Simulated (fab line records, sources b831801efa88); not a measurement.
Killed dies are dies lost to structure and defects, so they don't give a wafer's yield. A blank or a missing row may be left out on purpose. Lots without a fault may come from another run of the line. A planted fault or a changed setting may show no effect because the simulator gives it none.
A struck lot beside a sound one | flow sfq_line | 41 steps out of a route of 325
Sound: wafers L232.1, L232.3, L232.4. Struck: wafer L235.2. (L235.5 of the same lot was not struck and is left out.) The cause comes at the end.
At each step with rows: each side's tool, then ch and its chambers, then its first start. Under that, the readings that differ: sound wafers | struck wafers | difference of the means | sigmas: that difference in standard deviations of wafers without a fault.
alike: readings whose means differ by less than 2 such deviations, and words and numbers that are the same on both sides. not compared: withheld readings, readings that some wafer has no value for, bounds like >300 that may hide the same value, and numbers for which the record gives no deviation and whose values overlap.
The two part at a step that has a row with sigmas, a row that says differs or no value, or rows on one side only. Numbers that don't overlap but have no deviation are shown without sigmas and don't part them. A reading that every wafer of one side lacks parts them only if that side has two wafers or more.

first, 6 steps without rows for these wafers: SFQ_TRILAYER_I2_VIA_LITHO_COAT_072 (resist thk 62 nm); SFQ_TRILAYER_I2_VIA_LITHO_COAT_067 (resist thk 650 nm); SFQ_TRILAYER_I2_VIA_LITHO_SOFTBAKE_071; SFQ_TRILAYER_I2_VIA_LITHO_EXPOSE_068 (exposes mask I2, target cd 500 nm); SFQ_TRILAYER_I2_VIA_LITHO_PEB_070 (peb time 60 s); SFQ_TRILAYER_I2_VIA_LITHO_DEVELOP_069 (time 60 s).
SFQ_I2_OVL_MEAS_918:
  sound on overlay-02, day 32 18:49; struck on overlay-01, day 34 05:17
  alike: I2_OVL
then, 5 steps without rows for these wafers: SFQ_TRILAYER_I2_VIA_BARC_OPEN_VIA_ETCH_096 (etches BARC in O2, target depth 125 nm, time 41.7 s); SFQ_TRILAYER_I2_VIA_ETCH_VIA_ETCH_070 (etches SiO2 in CHF3, stops on Nb, target depth 260 nm); SFQ_TRILAYER_I2_VIA_STRIP_STRIP_071 (strips in O2); SFQ_TRILAYER_I2_VIA_STRIP_SOLV_CLEAN_072 (cleans in NMP, time 600 s); SFQ_TRILAYER_M3_DEP_PRE_CLEAN_074 (time 22.5 s).
SFQ_TRILAYER_M3_DEP_SPUTTER_073: material Nb, target thk 200 nm, time 133.3 s.
  sound on pvd_sputter-04, day 32 19:48; struck on pvd_sputter-04, day 34 06:16
  reading                                             | sound           | struck | difference | sigmas
  model.Nb_of_TRILAYER_M3_DEP_SPUTTER_073.thk_nm (nm) | 201 198.7 199.3 | 335.4  | +135.7     |
  alike: resputter_cathode_voltage_v, substrate_temp_c, throttle_valve_pct
SFQ_M3_RS_MEAS_919: measures by four-point-probe.
  sound on film_metro-04, day 32 19:53; struck on film_metro-01, day 34 06:40
  reading           | sound             | struck | difference | sigmas
  M3_NB_RS (ohm/sq) | 0.885 0.898 0.891 | 0.527  | -0.364     | -40
  not compared: hold
then, 5 steps without rows for these wafers: SFQ_TRILAYER_M3_LITHO_COAT_075 (resist thk 600 nm); SFQ_TRILAYER_M3_LITHO_SOFTBAKE_079; SFQ_TRILAYER_M3_LITHO_EXPOSE_076 (exposes mask M3, target cd 500 nm); SFQ_TRILAYER_M3_LITHO_PEB_078 (peb time 60 s); SFQ_TRILAYER_M3_LITHO_DEVELOP_077 (time 60 s).
-- the record jumps here: 6 days lie between the struck wafers' starts before and after --
SFQ_M3_OVL_MEAS_921:
  sound on overlay-02, day 39 03:00; struck on overlay-02, day 40 06:52
  alike: M3_OVL
SFQ_TRILAYER_M3_BARC_OPEN_METAL_ETCH_100: etches BARC in O2, target depth 125 nm, time 41.7 s.
  sound on rie_metal-01 ch 0,1, day 39 03:02; struck on rie_metal-02 ch 0, day 40 06:53
  alike: drypump_motor_current_A, oes_product_au
  not compared: rf_hours_counter_h
SFQ_TRILAYER_M3_ETCH_METAL_ETCH_078: etches Nb in Cl2/Ar, stops on SiO2, target depth 240 nm, time 120 s.
  sound on rie_metal-01 ch 0,1, day 39 03:06; struck on rie_metal-02 ch 0, day 40 06:57
  reading               | sound             | struck | difference | sigmas
  oes_product_au (a.u.) | 0.900 0.895 0.893 | 1.006  | +0.110     | +15
  alike: drypump_motor_current_A
  not compared: rf_hours_counter_h
then, 2 steps without rows for these wafers: SFQ_TRILAYER_M3_STRIP_STRIP_079 (strips in O2); SFQ_TRILAYER_M3_STRIP_SOLV_CLEAN_080 (cleans in NMP, time 600 s).
SFQ_TRILAYER_I3_DEP_PECVD_081: deposits SiO2 from SiH4/N2O, time 111.11 s, target thk 500 nm.
  sound on pecvd-04 ch 0,1,2, day 39 04:00; struck on pecvd-04 ch 2, day 40 07:51
  alike: heater_power_w, throttle_valve_pct
SFQ_TRILAYER_I3_CMP_CMP_082: polishes SiO2.
  sound on cmp-02 ch 0,1,2, day 39 04:05; struck on cmp-01 ch 3, day 40 09:26
  reading            | sound             | struck | difference | sigmas
  slurry_flow_ml_min | 150.2 150.1 149.9 | 148.9  | -1.2       | -2
  alike: motor_current_A, time_to_endpoint_s
SFQ_I3_BOW_MEAS_922:
  sound on film_metro-02, day 39 07:05; struck on film_metro-04, day 40 10:57
  alike: I3_BOW
then, 7 steps without rows for these wafers: SFQ_TRILAYER_I3_METRO_MEASURE_083; SFQ_TRILAYER_I3_VIA_LITHO_COAT_090 (resist thk 62 nm); SFQ_TRILAYER_I3_VIA_LITHO_COAT_085 (resist thk 650 nm); SFQ_TRILAYER_I3_VIA_LITHO_SOFTBAKE_089; SFQ_TRILAYER_I3_VIA_LITHO_EXPOSE_086 (exposes mask I3, target cd 500 nm); SFQ_TRILAYER_I3_VIA_LITHO_PEB_088 (peb time 60 s); SFQ_TRILAYER_I3_VIA_LITHO_DEVELOP_087 (time 60 s).
-- the record jumps here: 7 days lie between the struck wafers' starts before and after --
SFQ_I3_OVL_MEAS_923:
  sound on overlay-01, day 46 00:35; struck on overlay-01, day 47 07:04
  alike: I3_OVL
then, 1 step without rows for these wafers: SFQ_TRILAYER_I3_VIA_BARC_OPEN_VIA_ETCH_121 (etches BARC in O2, target depth 125 nm, time 41.7 s).
SFQ_TRILAYER_I3_VIA_ETCH_VIA_ETCH_088: etches SiO2 in CHF3, stops on Nb, target depth 260 nm.
  sound on rie_diel-04 ch 0,1,3, day 46 00:40; struck on rie_diel-02 ch 2, day 47 07:08
  alike: drypump_motor_current_A, oes_product_au
SFQ_TRILAYER_I3_VIA_STRIP_STRIP_089: strips in O2.
  sound on rie_metal-01 ch 0,1, day 46 00:47; struck on rie_metal-01 ch 1, day 47 07:16
  alike: drypump_motor_current_A, oes_product_au
  not compared: rf_hours_counter_h
then, 2 steps without rows for these wafers: SFQ_TRILAYER_I3_VIA_STRIP_SOLV_CLEAN_090 (cleans in NMP, time 600 s); SFQ_TRILAYER_M4_DEP_PRE_CLEAN_092 (time 22.5 s).
-- the record jumps here: 39 days lie between the struck wafers' starts before and after --
SFQ_M8_BOW_MEAS_951:
  sound on film_metro-02, day 82 15:46; struck on film_metro-03, day 86 14:13
  reading                       | sound               | struck | difference | sigmas
  model.etest.m3.comb_log10_ohm | 12 12 12            | 0      | -12        |
  model.etest.m3.ohm_sq         | 0.8855 0.8954 0.893 | 0.5307 | -0.3606    |
  alike: M8_BOW

WHERE THEY PART
First at SFQ_M3_RS_MEAS_919; last, within this record, at SFQ_TRILAYER_I3_CMP_CMP_082. Later steps at which nothing parts them and some readings are alike: SFQ_I3_BOW_MEAS_922, SFQ_I3_OVL_MEAS_923, SFQ_TRILAYER_I3_VIA_ETCH_VIA_ETCH_088, SFQ_TRILAYER_I3_VIA_STRIP_STRIP_089, SFQ_M8_BOW_MEAS_951.

WHY: what the simulator had put in
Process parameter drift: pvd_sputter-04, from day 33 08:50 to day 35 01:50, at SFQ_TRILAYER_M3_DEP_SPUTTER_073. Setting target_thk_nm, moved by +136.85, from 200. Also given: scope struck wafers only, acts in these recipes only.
